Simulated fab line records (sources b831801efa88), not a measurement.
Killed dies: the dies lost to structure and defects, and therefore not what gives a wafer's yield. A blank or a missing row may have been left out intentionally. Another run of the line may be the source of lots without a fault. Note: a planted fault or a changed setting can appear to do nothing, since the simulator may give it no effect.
Which tool did it? / flow sky130 / 33 wafers from 11 lots sampled at 2 of the route's 708 steps

## WHAT EACH GAUGE READ, for each wafer
SKY_CONTACT_THK_MEAS_26: measures by xrf.
lot=L271; measured=day 32 04:13; on=filmMetro-02; CONTACT_W_THK (nm)=336 340 340
lot=L272; measured=day 32 07:32; on=filmMetro-02; CONTACT_W_THK (nm)=350 346 351
lot=L273; measured=day 32 11:47; on=filmMetro-01; CONTACT_W_THK (nm)=349 346 344
lot=L275; measured=day 32 16:20; on=filmMetro-02; CONTACT_W_THK (nm)=351 352 354
lot=L276; measured=day 33 17:50; on=filmMetro-01; CONTACT_W_THK (nm)=340 338 337
lot=L278; measured=day 33 21:56; on=filmMetro-03; CONTACT_W_THK (nm)=344 337 342
lot=L281; measured=day 35 04:47; on=filmMetro-03; CONTACT_W_THK (nm)=345 351 344
lot=L283; measured=day 35 20:28; on=filmMetro-02; CONTACT_W_THK (nm)=343 350 348
lot=L284; measured=day 36 02:26; on=filmMetro-01; CONTACT_W_THK (nm)=338 337 338
lot=L286; measured=day 36 10:38; on=filmMetro-02; CONTACT_W_THK (nm)=348 346 347
lot=L292; measured=day 38 08:16; on=filmMetro-02; CONTACT_W_THK (nm)=343 339 338

## WHICH TOOL RAN EACH LOT (tool, then ch and the chambers of the sampled wafers, then the start)
lot=L271; SKY_CONTACT_SPUTTER_23=pvdSputter-04, day 32 03:55
lot=L272; SKY_CONTACT_SPUTTER_23=pvdSputter-04, day 32 07:15
lot=L273; SKY_CONTACT_SPUTTER_23=pvdSputter-03, day 32 11:29
lot=L275; SKY_CONTACT_SPUTTER_23=pvdSputter-04, day 32 16:03
lot=L276; SKY_CONTACT_SPUTTER_23=pvdSputter-03, day 33 17:33
lot=L278; SKY_CONTACT_SPUTTER_23=pvdSputter-04, day 33 21:38
lot=L281; SKY_CONTACT_SPUTTER_23=pvdSputter-03, day 35 04:29
lot=L283; SKY_CONTACT_SPUTTER_23=pvdSputter-03, day 35 20:05
lot=L284; SKY_CONTACT_SPUTTER_23=pvdSputter-03, day 36 02:08
lot=L286; SKY_CONTACT_SPUTTER_23=pvdSputter-03, day 36 10:21
lot=L292; SKY_CONTACT_SPUTTER_23=pvdSputter-01, day 38 07:58
- SKY_CONTACT_SPUTTER_23: material TiN, target thk 20 nm, time 80 s.

## AS READ BY THE TOOLS THEMSELVES (means over the sampled wafers that have a number; for cases with no such wafer, the mark the record gives instead)
SKY_CONTACT_SPUTTER_23.
lot=L271; tool=pvdSputter-04; throttleValvePct (%)=30.2
lot=L272; tool=pvdSputter-04; throttleValvePct (%)=30.8
lot=L273; tool=pvdSputter-03; throttleValvePct (%)=30.1
lot=L275; tool=pvdSputter-04; throttleValvePct (%)=30.8
lot=L276; tool=pvdSputter-03; throttleValvePct (%)=30.2
lot=L278; tool=pvdSputter-04; throttleValvePct (%)=30.9
lot=L281; tool=pvdSputter-03; throttleValvePct (%)=30.2
lot=L283; tool=pvdSputter-03; throttleValvePct (%)=29.8
lot=L284; tool=pvdSputter-03; throttleValvePct (%)=30.4
lot=L286; tool=pvdSputter-03; throttleValvePct (%)=30.1
lot=L292; tool=pvdSputter-01; throttleValvePct (%)=31.1

## THE ANSWER, worked out from the rows above alone
Rule: what is usual is taken from the lots themselves. The widest of any qualifying gaps counts: lots, ordered by their means at a reading, are off when they make up no more than a third of the lots, leave a main group of 4 or more, and stand apart from it by 3 or more times the standard deviation of that group's means. If all means in a main group match to the digits the tables above print for the reading, that group is not used. A lot without any number at a reading at which 4 lots or more have one is off too. Where the step has rows for the other lots, those lots are counted as sound. After the gauges, taken in route order, come the tools' own readings; for these a lot's mean is taken, as printed above. At the first step where some lot is off, the reading lying furthest off is the one used; lots without a number count as furthest.
None of the lots is off at any reading shown; this tells nothing.

## WHAT THE SIMULATOR PUT IN
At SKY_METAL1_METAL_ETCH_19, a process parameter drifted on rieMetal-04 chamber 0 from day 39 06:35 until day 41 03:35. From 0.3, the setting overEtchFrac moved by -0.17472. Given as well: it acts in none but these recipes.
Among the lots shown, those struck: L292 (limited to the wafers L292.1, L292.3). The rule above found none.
